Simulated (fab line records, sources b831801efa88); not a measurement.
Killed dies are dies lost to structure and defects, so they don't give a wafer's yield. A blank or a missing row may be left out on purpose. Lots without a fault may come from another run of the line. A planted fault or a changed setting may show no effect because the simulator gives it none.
Chamber matching | flow gf180mcu | GF_V2_CMP_04 on cmp-01: 4 sister chambers
The step polishes SiO2. 20 wafers are shown with their chamber, then 10 later ones without.

WAFERS WITH THEIR CHAMBER
wafer  | chamber | motor_current_A (A) | slurry_filter_dp_kPa (kPa) | time_to_endpoint_s (s)
L076.1 | 0       | 14.0                | 13.64                      | 79
L076.5 | 2       | 11.0                | 13.26                      | 85
L076.6 | 1       | 10.7                | 13.43                      | 82
L079.2 | 1       | 11.6                | 13.62                      | 76
L079.3 | 2       | 10.5                | 13.63                      | 75
L079.5 | 1       | 11.1                | 13.37                      | 79
L082.1 | 3       | 13.7                | 13.55                      | 78
L082.2 | 0       | 13.7                | 13.43                      | 77
L082.6 | 0       | 13.8                | 13.63                      | 82
L084.1 | 3       | 13.4                | 13.58                      | 84
L084.3 | 2       | 10.7                | 13.54                      | 94
L084.4 | 1       | 10.8                | 13.50                      | 93
L085.3 | 0       | 13.8                | 13.80                      | 83
L085.4 | 2       | 10.7                | 13.43                      | 94
L085.6 | 3       | 13.4                | 13.59                      | 85
L088.1 | 0       | 14.6                | 13.40                      | 78
L088.4 | 2       | 10.7                | 13.39                      | 83
L088.5 | 1       | 10.9                | 13.52                      | 81
L089.3 | 0       | 14.4                | 13.62                      | 76
L089.4 | 2       | 10.3                | 13.31                      | 88

SIGNATURES (means of the wafers above)
reading              | chamber 0 | chamber 1 | chamber 2 | chamber 3 | scatter within a chamber
motor_current_A      | 14.050    | 11.020    | 10.650    | 13.500    | 0.308
slurry_filter_dp_kPa | 13.5867   | 13.4880   | 13.4267   | 13.5733   | 0.124
time_to_endpoint_s   | 79.17     | 82.20     | 86.50     | 82.33     | 5.57
Rule: a wafer's distance from a chamber is the root of the sum, over the readings, of the square of ((its reading less the chamber's mean) divided by the reading's scatter). The wafer belongs to the nearest chamber; if the next one is less than 2 further off, it can't be placed. The scatter: the root of (the sum of the squares of (reading less its chamber's mean) over the shown wafers, divided by (wafers less chambers)).

WAFERS WITHOUT THEIR CHAMBER
wafer  | motor_current_A (A) | slurry_filter_dp_kPa (kPa) | time_to_endpoint_s (s)
L089.5 | 13.1                | 13.48                      | 86
L092.2 | 10.6                | 13.28                      | 82
L092.5 | 10.3                | 13.69                      | 87
L092.6 | 10.8                | 13.42                      | 87
L093.2 | 11.2                | 13.42                      | 73
L093.5 | 10.8                | 13.52                      | 80
L093.6 | 10.7                | 13.68                      | 78
L095.1 | 13.1                | 13.51                      | 72
L095.2 | 10.7                | 13.44                      | 80
L095.4 | 12.8                | 13.29                      | 74

WHICH CHAMBER EACH WENT THROUGH
wafer  | from the rows above     | in truth
L089.5 | can't be placed: 3 or 0 | 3
L092.2 | can't be placed: 2 or 1 | 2
L092.5 | can't be placed: 2 or 1 | 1
L092.6 | can't be placed: 2 or 1 | 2
L093.2 | can't be placed: 1 or 2 | 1
L093.5 | can't be placed: 1 or 2 | 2
L093.6 | can't be placed: 1 or 2 | 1
L095.1 | can't be placed: 3 or 0 | 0
L095.2 | can't be placed: 1 or 2 | 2
L095.4 | can't be placed: 3 or 0 | 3
Placed correctly: 0 of 10. Can't be placed from these rows: 10 (the true chamber is among the candidates in 10). Placed wrongly: 0.
